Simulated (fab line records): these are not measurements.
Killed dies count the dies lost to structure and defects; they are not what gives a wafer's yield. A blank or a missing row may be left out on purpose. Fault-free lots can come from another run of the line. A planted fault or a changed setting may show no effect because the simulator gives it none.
fab line records	flow gf180mcu	part 1 of 2: steps 1 to 23 of 34
[record] lots = 5	wafers = 15	lastDay = 34
route steps=602 shown V5@560 TOP_METAL@567 PASSIVATION@587
lots untouched by any fault: they come from a run of this same line in which no faults occurred
startH: hours from the record's opening day to when the first of the lot's shown wafers began	waitH: time in hours since the lot's previous step	" the same as in the row above	L1.1+2: a single row standing in for several wafers	- no value, or no start given	* or withheld: withheld	< > ~ a bound
route shown NAME@n: a module of which the file shows steps, and the number in the route of the first	usual: average and standard deviation across the fault-free wafers	same: alike in all rows	chamber/n: place in a boat	sites: each site's reading	_std_site: the values' standard deviation	_edge_site: outer sites' mean less inner sites'	radiusMm: for every site, how far away it sits from the centre of the wafer	mask NAME#n: copy n	behind: the last tool/chamber to shape the wafer	hold: cause of the lot's hold/its duration in hours/its outcome	device: transistor that didn't switch, given as n, p or np	end of line: tests run on the same wafers once the route is complete	a step without rows: its recipe alone	killed: at the first sort, the dies lost to defects and structure; wafer yield is something else	map: shows each die of a wafer: x if killed, . if not, _ if none is there
set.NAME: the setting that was run; set.NAME@STEP: the one run at that earlier step	model.NAME: the simulator's own value behind a step, which no gauge read
certain route steps with their lots: each step a table, each wafer a row
services: when a tool's chamber went out of use (startH, in hours from the record's first day, below 0 if earlier), for how many hours, and the reason
[[steps]]
[step GF_V5_CLEAN_20]
[recipe] chemistry = DIW	dry = n2Spin
lot.wafer	tool	chamber	startH	waitH
L077.1+2+3	wetBench-03	3	652.58	0.0
L079.2+4+6	wetBench-03	2	675.62	0.0
L086.2+3+6	wetBench-01	2	713.64	0.0
L093.2+4+6	wetBench-01	1	763.44	0.0
L096.2+4+6	wetBench-02	0	786.14	0.0
[step GF_V5_SPUTTER_21]
[recipe] material = Ti	targetThkNm = 15	chamberPressurePa = 5	powerW = 2500	substrateTempC = 200	timeS = 80.02
[usual] chamberPressurePa = 4.999/0.0094	throttleValvePct = 30.0/0.83
lot.wafer	tool	chamber	startH	waitH	chamberPressurePa	throttleValvePct
L077.1	pvdSputter-01	-	652.68	0.0	4.978	30.8
L077.2	"	-	"	"	4.995	30.4
L077.3	"	-	"	"	5.008	29.8
L079.2	pvdSputter-03	-	675.72	0.0	5.000	30.5
L079.4	"	-	"	"	5.002	28.8
L079.6	"	-	"	"	4.988	30.9
L086.2	pvdSputter-04	-	713.74	0.0	5.015	29.3
L086.3	"	-	"	"	4.994	31.2
L086.6	"	-	"	"	5.000	29.6
L093.2	pvdSputter-03	-	763.53	0.0	5.009	30.2
L093.4	"	-	"	"	4.987	30.7
L093.6	"	-	"	"	5.002	29.1
L096.2	pvdSputter-04	-	786.23	0.0	4.985	29.7
L096.4	"	-	"	"	4.992	31.3
L096.6	"	-	"	"	4.991	29.3
[step GF_V5_SPUTTER_22]
[recipe] material = TiN	targetThkNm = 10	chamberPressurePa = 5	powerW = 4000	timeS = 40
[usual] chamberPressurePa = 5.001/0.011	throttleValvePct = 30.0/0.85
lot.wafer	tool	chamber	startH	waitH	chamberPressurePa	throttleValvePct
L077.1	pvdSputter-01	-	652.74	0.0	5.010	30.7
L077.2	"	-	"	"	5.001	30.3
L077.3	"	-	"	"	5.013	29.6
L079.2	pvdSputter-03	-	675.78	0.0	5.007	30.4
L079.4	"	-	"	"	5.004	28.8
L079.6	"	-	"	"	5.014	30.8
L086.2	pvdSputter-04	-	713.80	0.0	5.015	29.3
L086.3	"	-	"	"	5.016	31.0
L086.6	"	-	"	"	4.985	29.3
L093.2	pvdSputter-03	-	763.59	0.0	5.003	30.3
L093.4	"	-	"	"	5.014	30.7
L093.6	"	-	"	"	5.004	29.4
L096.2	pvdSputter-04	-	786.29	0.0	4.991	29.5
L096.4	"	-	"	"	4.999	30.7
L096.6	"	-	"	"	5.008	29.4
[step GF_V5_CVD_23]
[recipe] material = W	targetThkNm = 350	timeS = 104.9	tempC = 400	pressureTorr = 40
[usual] heaterPowerW = 830/59
lot.wafer	tool	chamber	startH	waitH	heaterPowerW	sinceWetCleanH
L077.1	cvdW-01	1	652.78	0.0	765	249
L077.2	"	0	"	"	761	249
L077.3	"	1	"	"	789	-
L079.2	cvdW-01	0	675.82	0.0	750	272
L079.4	"	1	"	"	797	-
L079.6	"	0	"	"	749	-
L086.2	cvdW-01	1	713.84	0.0	804	310
L086.3	"	0	"	"	759	-
L086.6	"	0	"	"	735	-
L093.2	cvdW-02	1	763.63	0.0	892	860
L093.4	"	0	"	"	857	-
L093.6	"	1	"	"	911	-
L096.2	cvdW-01	1	786.33	0.0	814	382
L096.4	"	1	"	"	808	-
L096.6	"	1	"	"	805	-
[step GF_V5_RS_MEAS_24]
[recipe] thkMeasGauge = four-point-probe	reads = W_of_V5_CVD_23+TiN_of_V5_SPUTTER_22+Ti_of_V5_SPUTTER_21
[usual] V5_W_RS = 0.327/0.0035
lot.wafer	tool	chamber	startH	waitH	V5_W_RS[ohm/sq]
L077.1	filmMetro-03	-	652.89	0.1	0.334
L077.2	"	-	"	"	0.331
L077.3	"	-	"	"	0.332
L079.2	filmMetro-01	-	675.96	0.1	0.326
L079.4	"	-	"	"	0.325
L079.6	"	-	"	"	0.325
L086.2	filmMetro-01	-	713.97	0.1	0.326
L086.3	"	-	"	"	0.329
L086.6	"	-	"	"	0.330
L093.2	filmMetro-01	-	763.76	0.1	0.334
L093.4	"	-	"	"	0.324
L093.6	"	-	"	"	0.333
L096.2	filmMetro-01	-	786.46	0.1	0.326
L096.4	"	-	"	"	0.328
L096.6	"	-	"	"	0.326
[step GF_V5_THK_MEAS_25]
[recipe] thkMeasGauge = xrf	reads = W_of_V5_CVD_23
[usual] V5_W_THK = 348/4.4
lot.wafer	tool	chamber	startH	waitH	V5_W_THK[nm]
L077.1	filmMetro-03	-	653.01	0.1	341
L077.2	"	-	"	"	347
L077.3	"	-	"	"	345
L079.2	filmMetro-01	-	676.07	0.1	347
L079.4	"	-	"	"	348
L079.6	"	-	"	"	348
L086.2	filmMetro-01	-	714.08	0.1	345
L086.3	"	-	"	"	344
L086.6	"	-	"	"	341
L093.2	filmMetro-01	-	763.87	0.1	343
L093.4	"	-	"	"	354
L093.6	"	-	"	"	346
L096.2	filmMetro-01	-	786.57	0.1	346
L096.4	"	-	"	"	345
L096.6	"	-	"	"	347
[step GF_V5_CMP_26]
[recipe] stopOn = SiO2	downForcePsi = 3.5	platenRpm = 60	tOverpolishS = 15	targetThkNm = 0	padVelocityMS = 0.94248
[usual] motorCurrentA = 11.4/0.92	overpolishRunS = 14.999/0.0087	platenRpm = 60.00/0.037	retainingRingPressureFrac = 0.999/0.0043	timeToEndpointS = 82/3.9
lot.wafer	tool	chamber	startH	waitH	motorCurrentA	overpolishRunS	platenRpm	retainingRingPressureFrac	timeToEndpointS
L077.3	cmp-01	0	653.07	0.0	13.4	15.006	60.01	1.007	74
L077.1	"	2	"	"	12.7	14.995	60.00	0.994	80
L077.2	"	3	"	"	10.3	14.997	60.00	0.993	85
L079.2	cmp-02	0	676.17	0.1	11.6	15.004	60.00	0.995	85
L079.4	"	1	"	"	11.1	15.002	60.01	0.997	80
L079.6	"	0	"	"	11.6	15.010	60.02	0.995	86
L086.2	cmp-01	1	714.23	0.1	10.4	14.996	60.01	1.001	87
L086.3	"	2	"	"	12.3	15.012	59.95	0.993	89
L086.6	"	3	"	"	9.7	15.002	59.96	1.001	86
L093.4	cmp-02	3	763.92	0.0	11.4	14.993	59.98	0.997	82
L093.2	"	1	"	"	11.1	14.996	59.95	1.004	75
L093.6	"	0	"	"	11.8	14.999	60.04	0.998	80
L096.2	cmp-02	2	787.05	0.5	10.9	15.000	60.01	1.000	80
L096.4	"	3	"	"	11.8	14.996	60.00	1.001	83
L096.6	"	2	"	"	11.1	15.008	60.02	1.005	77
[step GF_TOP_METAL_SPUTTER_00]
[recipe] material = Ti	targetThkNm = 37.5	arrivingIonEnergyEv = 80	substrateTempC = 200	chamberPressurePa = 2	powerW = 4000	timeS = 150
[usual] chamberPressurePa = 1.999/0.0038	throttleValvePct = 30.3/0.92
lot.wafer	tool	chamber	startH	waitH	chamberPressurePa	throttleValvePct
L077.1	pvdSputter-03	-	653.37	0.1	2.006	29.5
L077.2	"	-	"	"	1.998	28.9
L077.3	"	-	"	"	2.002	30.1
L079.2	pvdSputter-03	-	676.42	0.2	1.996	28.9
L079.4	"	-	"	"	2.004	29.4
L079.6	"	-	"	"	2.002	30.6
L086.2	pvdSputter-03	-	714.43	0.1	1.992	30.8
L086.3	"	-	"	"	2.001	28.9
L086.6	"	-	"	"	2.003	30.2
L093.2	pvdSputter-02	-	764.22	0.1	1.999	29.6
L093.4	"	-	"	"	2.001	30.7
L093.6	"	-	"	"	1.999	29.6
L096.2	pvdSputter-02	-	787.30	0.2	1.998	32.6
L096.4	"	-	"	"	1.998	32.5
L096.6	"	-	"	"	1.999	29.8
[step GF_TOP_METAL_SPUTTER_01]
[recipe] material = TiN	targetThkNm = 30	powerW = 6500	timeS = 25	chamberPressurePa = 0.4
[usual] chamberPressurePa = 0.3999/0.0008	throttleValvePct = 30.4/0.93
lot.wafer	tool	chamber	startH	waitH	chamberPressurePa	throttleValvePct
L077.1	pvdSputter-03	-	653.47	0.1	0.3994	29.2
L077.2	"	-	"	"	0.4000	29.0
L077.3	"	-	"	"	0.4012	30.3
L079.2	pvdSputter-03	-	676.52	0.1	0.4005	29.1
L079.4	"	-	"	"	0.3992	29.2
L079.6	"	-	"	"	0.3985	30.7
L086.2	pvdSputter-03	-	714.53	0.1	0.3998	31.0
L086.3	"	-	"	"	0.4017	28.9
L086.6	"	-	"	"	0.4007	30.4
L093.2	pvdSputter-02	-	764.32	0.1	0.4001	29.8
L093.4	"	-	"	"	0.3985	30.3
L093.6	"	-	"	"	0.4010	29.8
L096.2	pvdSputter-02	-	787.40	0.1	0.3994	32.3
L096.4	"	-	"	"	0.4010	32.5
L096.6	"	-	"	"	0.3990	29.8
[step GF_TOP_METAL_SPUTTER_02]
[recipe] material = AlCu	targetThkNm = 900	powerW = 10600	chamberPressurePa = 0.3	substrateTempC = 250	gas = Ar	timeS = 47.82
[usual] chamberPressurePa = 0.2999/0.0006	throttleValvePct = 30.4/0.93
lot.wafer	tool	chamber	startH	waitH	chamberPressurePa	throttleValvePct
L077.1	pvdSputter-03	-	653.50	0.0	0.3002	29.2
L077.2	"	-	"	"	0.3001	29.1
L077.3	"	-	"	"	0.2996	30.4
L079.2	pvdSputter-03	-	676.55	0.0	0.3009	29.0
L079.4	"	-	"	"	0.3006	29.1
L079.6	"	-	"	"	0.3005	30.8
L086.2	pvdSputter-03	-	714.56	0.0	0.2989	30.8
L086.3	"	-	"	"	0.2998	28.7
L086.6	"	-	"	"	0.3003	30.3
L093.2	pvdSputter-02	-	764.36	0.0	0.3000	30.0
L093.4	"	-	"	"	0.3002	30.6
L093.6	"	-	"	"	0.2994	29.9
L096.2	pvdSputter-02	-	787.43	0.0	0.2997	32.9
L096.4	"	-	"	"	0.3001	32.6
L096.6	"	-	"	"	0.2996	29.7
[step GF_TOP_METAL_SPUTTER_03]
[recipe] material = Ti	targetThkNm = 5	substrateTempC = 300	chamberPressurePa = 0.3	powerW = 3000	timeS = 3.3
[usual] chamberPressurePa = 0.3001/0.0006	throttleValvePct = 30.4/0.92
lot.wafer	tool	chamber	startH	waitH	chamberPressurePa	throttleValvePct
L077.1	pvdSputter-03	-	653.54	0.0	0.3000	29.3
L077.2	"	-	"	"	0.3000	28.9
L077.3	"	-	"	"	0.3012	30.5
L079.2	pvdSputter-03	-	676.59	0.0	0.2989	28.8
L079.4	"	-	"	"	0.3000	29.4
L079.6	"	-	"	"	0.3007	30.7
L086.2	pvdSputter-03	-	714.60	0.0	0.3006	30.9
L086.3	"	-	"	"	0.2995	29.1
L086.6	"	-	"	"	0.3005	30.5
L093.2	pvdSputter-02	-	764.40	0.0	0.3012	29.6
L093.4	"	-	"	"	0.2994	30.4
L093.6	"	-	"	"	0.2995	29.9
L096.2	pvdSputter-02	-	787.48	0.0	0.3005	32.6
L096.4	"	-	"	"	0.3002	32.7
L096.6	"	-	"	"	0.3010	29.6
[step GF_TOP_METAL_SPUTTER_04]
[recipe] material = TiN	targetThkNm = 25	powerW = 6500	timeS = 20.8	chamberPressurePa = 0.4
[usual] chamberPressurePa = 0.4000/0.00075	throttleValvePct = 30.3/0.91
lot.wafer	tool	chamber	startH	waitH	chamberPressurePa	throttleValvePct
L077.1	pvdSputter-03	-	653.56	0.0	0.3999	29.4
L077.2	"	-	"	"	0.4004	28.8
L077.3	"	-	"	"	0.3993	30.5
L079.2	pvdSputter-03	-	676.61	0.0	0.3991	28.9
L079.4	"	-	"	"	0.4003	29.2
L079.6	"	-	"	"	0.3997	30.7
L086.2	pvdSputter-03	-	714.62	0.0	0.4002	30.7
L086.3	"	-	"	"	0.4012	28.8
L086.6	"	-	"	"	0.4010	30.6
L093.2	pvdSputter-02	-	764.42	0.0	0.4003	29.8
L093.4	"	-	"	"	0.3996	30.4
L093.6	"	-	"	"	0.3997	29.8
L096.2	pvdSputter-02	-	787.49	0.0	0.4000	32.6
L096.4	"	-	"	"	0.3991	32.5
L096.6	"	-	"	"	0.4010	29.7
[step GF_TOP_METAL_RS_MEAS_05]
[recipe] thkMeasGauge = four-point-probe	reads = TiN_of_TOP_METAL_SPUTTER_04+Ti_of_TOP_METAL_SPUTTER_03+AlCu_of_TOP_METAL_SPUTTER_02+TiN_of_TOP_METAL_SPUTTER_01+Ti_of_TOP_METAL_SPUTTER_00
[usual] TOP_METAL_ALCU_RS = 0.0326/0.00046
lot.wafer	tool	chamber	startH	waitH	TOP_METAL_ALCU_RS[ohm/sq]
L077.1	filmMetro-01	-	653.59	0.0	0.0333
L077.2	"	-	"	"	0.0333
L077.3	"	-	"	"	0.0329
L079.2	filmMetro-03	-	676.66	0.0	0.0327
L079.4	"	-	"	"	0.0327
L079.6	"	-	"	"	0.0323
L086.2	filmMetro-01	-	714.67	0.0	0.0327
L086.3	"	-	"	"	0.0330
L086.6	"	-	"	"	0.0328
L093.2	filmMetro-03	-	764.46	0.0	0.0325
L093.4	"	-	"	"	0.0326
L093.6	"	-	"	"	0.0325
L096.2	filmMetro-03	-	787.54	0.0	0.0327
L096.4	"	-	"	"	0.0325
L096.6	"	-	"	"	0.0324
[step GF_TOP_METAL_THK_MEAS_06]
[recipe] thkMeasGauge = xrf	reads = AlCu_of_TOP_METAL_SPUTTER_02
[usual] TOP_METAL_ALCU_THK = 894/13
lot.wafer	tool	chamber	startH	waitH	TOP_METAL_ALCU_THK[nm]
L077.1	filmMetro-01	-	653.71	0.1	877
L077.2	"	-	"	"	881
L077.3	"	-	"	"	887
L079.2	filmMetro-03	-	676.77	0.1	896
L079.4	"	-	"	"	892
L079.6	"	-	"	"	907
L086.2	filmMetro-01	-	714.78	0.1	901
L086.3	"	-	"	"	892
L086.6	"	-	"	"	898
L093.2	filmMetro-03	-	764.57	0.1	900
L093.4	"	-	"	"	895
L093.6	"	-	"	"	897
L096.2	filmMetro-03	-	787.65	0.1	893
L096.4	"	-	"	"	904
L096.6	"	-	"	"	903
[step GF_TOP_METAL_DEHYDRATE_07]
[recipe] tempC = 200	timeS = 60
[usual] exhaustPa = 45.1/0.85
lot.wafer	tool	chamber	startH	waitH	exhaustPa
L077.1	lithoTrack-03	0	662.51	8.8	43.8
L077.2	"	0	"	"	43.6
L077.3	"	0	"	"	43.8
L079.2	lithoTrack-04	0	685.97	9.2	43.6
L079.4	"	0	"	"	45.9
L079.6	"	0	"	"	44.4
L086.2	lithoTrack-01	0	723.07	8.3	45.0
L086.3	"	0	"	"	45.2
L086.6	"	0	"	"	45.9
L093.2	lithoTrack-04	0	772.51	7.9	44.7
L093.4	"	0	"	"	44.3
L093.6	"	0	"	"	44.6
L096.2	lithoTrack-03	0	794.09	6.4	45.0
L096.4	"	0	"	"	45.7
L096.6	"	0	"	"	45.2
[step GF_TOP_METAL_HMDS_08]
[recipe] primeTimeS = 60	primeTempC = 120
[usual] exhaustPa = 44.9/0.86
lot.wafer	tool	chamber	startH	waitH	exhaustPa
L077.1	lithoTrack-03	0	662.66	0.1	44.6
L077.2	"	0	"	"	45.6
L077.3	"	0	"	"	45.8
L079.2	lithoTrack-04	0	686.12	0.1	44.2
L079.4	"	0	"	"	45.0
L079.6	"	0	"	"	44.6
L086.2	lithoTrack-01	0	723.22	0.1	45.1
L086.3	"	0	"	"	45.1
L086.6	"	0	"	"	45.9
L093.2	lithoTrack-04	0	772.66	0.1	43.2
L093.4	"	0	"	"	44.5
L093.6	"	0	"	"	44.0
L096.2	lithoTrack-03	0	794.24	0.1	44.8
L096.4	"	0	"	"	44.4
L096.6	"	0	"	"	45.2
[step GF_TOP_METAL_COAT_09]
[recipe] resist = NOVOLAK	spinRpm = 3000	resistThkNm = 1500
[usual] exhaustPa = 44.8/1
lot.wafer	tool	chamber	startH	waitH	exhaustPa
L077.1	lithoTrack-03	0	662.81	0.1	44.4
L077.2	"	0	"	"	45.0
L077.3	"	0	"	"	43.5
L079.2	lithoTrack-04	0	686.27	0.1	45.1
L079.4	"	0	"	"	43.6
L079.6	"	0	"	"	42.7
L086.2	lithoTrack-01	0	723.37	0.1	44.2
L086.3	"	0	"	"	44.9
L086.6	"	0	"	"	45.4
L093.2	lithoTrack-04	0	772.81	0.1	46.2
L093.4	"	0	"	"	44.6
L093.6	"	0	"	"	44.9
L096.2	lithoTrack-03	0	794.39	0.1	45.7
L096.4	"	0	"	"	45.0
L096.6	"	0	"	"	45.2
[step GF_TOP_METAL_SOFTBAKE_10]
[recipe] tempC = 90	timeS = 60	resist = NOVOLAK
[usual] exhaustPa = 45.1/0.91
lot.wafer	tool	chamber	startH	waitH	exhaustPa
L077.1	lithoTrack-03	0	662.96	0.1	43.7
L077.2	"	0	"	"	45.2
L077.3	"	0	"	"	46.0
L079.2	lithoTrack-04	0	686.42	0.1	46.1
L079.4	"	0	"	"	44.8
L079.6	"	0	"	"	46.4
L086.2	lithoTrack-01	0	723.52	0.1	43.7
L086.3	"	0	"	"	42.5
L086.6	"	0	"	"	43.8
L093.2	lithoTrack-04	0	772.96	0.1	44.7
L093.4	"	0	"	"	43.5
L093.6	"	0	"	"	44.8
L096.2	lithoTrack-03	0	794.54	0.1	44.8
L096.4	"	0	"	"	45.4
L096.6	"	0	"	"	44.9
[step GF_TOP_METAL_EXPOSE_11]
[recipe] maskId = MetalTop	targetCdNm = 440	na = 0.6	sourceShape = conventional	sigmaOuter = 0.6	doseMj = 170
lot.wafer	tool	chamber	startH	waitH	mask
L077.1+2+3	ilineStepper-01	0	-	-	MetalTop#0
L079.2+4+6	ilineStepper-02	0	-	-	MetalTop#0
L086.2+3+6	ilineStepper-01	0	-	-	MetalTop#0
L093.2+4+6	ilineStepper-01	0	-	-	MetalTop#0
L096.2+4+6	ilineStepper-01	0	-	-	MetalTop#0
[step GF_TOP_METAL_PEB_12]
[recipe] tempC = withheld	timeS = *	resist = NOVOLAK
[usual] exhaustPa = 45.1/0.93
lot.wafer	tool	chamber	startH	waitH	exhaustPa
L077.1	lithoTrack-03	0	-	-	43.7
L077.2	"	0	"	"	44.3
L077.3	"	0	"	"	45.2
L079.2	lithoTrack-01	0	-	-	45.9
L079.4	"	0	"	"	46.5
L079.6	"	0	"	"	45.5
L086.2	lithoTrack-03	0	-	-	44.6
L086.3	"	0	"	"	45.0
L086.6	"	0	"	"	44.6
L093.2	lithoTrack-01	0	-	-	44.4
L093.4	"	0	"	"	43.2
L093.6	"	0	"	"	43.7
L096.2	lithoTrack-03	0	-	-	44.8
L096.4	"	0	"	"	43.3
L096.6	"	0	"	"	45.4
[step GF_TOP_METAL_DEVELOP_13]
[recipe] developTimeS = 60	devTempC = 23
[usual] exhaustPa = 45.0/0.88
[same] developTimeS = 60
lot.wafer	tool	chamber	startH	waitH	exhaustPa
L077.1	lithoTrack-03	0	672.76	0.1	44.3
L077.2	"	0	"	"	46.4
L077.3	"	0	"	"	46.3
L079.2	lithoTrack-01	0	695.52	0.1	45.2
L079.4	"	0	"	"	42.9
L079.6	"	0	"	"	45.5
L086.2	lithoTrack-03	0	732.29	0.1	46.7
L086.3	"	0	"	"	44.9
L086.6	"	0	"	"	44.2
L093.2	lithoTrack-01	0	780.87	0.1	45.3
L093.4	"	0	"	"	44.3
L093.6	"	0	"	"	44.9
L096.2	lithoTrack-03	0	802.79	0.1	44.7
L096.4	"	0	"	"	43.5
L096.6	"	0	"	"	43.7
[step GF_TOP_METAL_CD_MEAS_14]
[recipe] targetCdNm = 440
[usual] cdNm = 440.5/2.2
lot.wafer	tool	chamber	startH	waitH	cdNm
L077.1	cdSem-02	-	672.91	0.1	436.5
L077.2	"	-	"	"	437.5
L077.3	"	-	"	"	436.7
L079.2	cdSem-01	-	695.68	0.1	437.8
L079.4	"	-	"	"	438.8
L079.6	"	-	"	"	438.0
L086.2	cdSem-02	-	732.43	0.1	443.3
L086.3	"	-	"	"	444.0
L086.6	"	-	"	"	442.6
L093.2	cdSem-02	-	781.02	0.1	439.1
L093.4	"	-	"	"	442.2
L093.6	"	-	"	"	439.9
L096.2	cdSem-01	-	802.93	0.1	440.9
L096.4	"	-	"	"	441.2
L096.6	"	-	"	"	442.9
[step GF_TOP_METAL_OVL_MEAS_15]
[usual] TOP_METAL_OVL = 0.5/1.7
lot.wafer	tool	chamber	startH	waitH	TOP_METAL_OVL[nm]
L077.1	overlay-01	-	673.03	0.1	-0.6
L077.2	"	-	"	"	0.7
L077.3	"	-	"	"	-0.3
L079.2	overlay-02	-	695.79	0.1	-2.5
L079.4	"	-	"	"	1.2
L079.6	"	-	"	"	1.2
L086.2	overlay-02	-	732.54	0.1	0.3
L086.3	"	-	"	"	-0.5
L086.6	"	-	"	"	-0.3
L093.2	overlay-02	-	781.12	0.1	-0.2
L093.4	"	-	"	"	-0.1
L093.6	"	-	"	"	-0.7
L096.2	overlay-01	-	803.04	0.1	-3.1
L096.4	"	-	"	"	-2.7
L096.6	"	-	"	"	-1.6
